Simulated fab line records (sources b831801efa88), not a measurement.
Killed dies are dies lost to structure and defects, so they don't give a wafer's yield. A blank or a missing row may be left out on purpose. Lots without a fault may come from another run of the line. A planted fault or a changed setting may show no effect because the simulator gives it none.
Chamber matching	flow sky130	SKY_VIA3_CMP_02 on cmp-01: 4 sister chambers
The step polishes SiO2. 4 wafers are shown with their chamber, then 8 later ones without.

== EACH WAFER AND ITS CHAMBER ==
wafer	chamber	motor_current_A (A)
L840.5	0	14.4
L841.5	2	11.2
L841.6	3	13.3
L842.2	1	14.0

== WAFERS WHOSE CHAMBER IS MISSING ==
wafer	motor_current_A (A)
L842.5	14.1
L842.6	14.5
L847.1	13.4
L847.2	10.8
L847.4	14.3
L855.4	13.7
L855.5	13.5
L855.6	13.3

== WHICH CHAMBER EACH ONE RAN IN ==
wafer	from the rows above	in truth
L842.5	can't be placed: 1 or 0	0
L842.6	can't be placed: 0 or 1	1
L847.1	3	3
L847.2	2	2
L847.4	can't be placed: 0 or 1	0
L855.4	can't be placed: 1 or 3 or 0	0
L855.5	can't be placed: 3 or 1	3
L855.6	3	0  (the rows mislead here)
Placed correctly: 2 of 8. From these rows, 5 cannot be placed; in 5 the true chamber is one of the candidates. Wrongly placed: 1.
How it was worked out, from the rows above alone: a wafer's distance from a chamber is the root of the sum, over the readings, of the square of ((its reading less the chamber's mean) divided by the reading's scatter). The wafer belongs to the nearest chamber; if the next one is less than 2 further off, it can't be placed. The mean given for a chamber averages the wafers shown for that chamber. The scatter: with one shown wafer a chamber, the root of the mean of the squares of how far each hidden wafer lies from its nearest shown one.
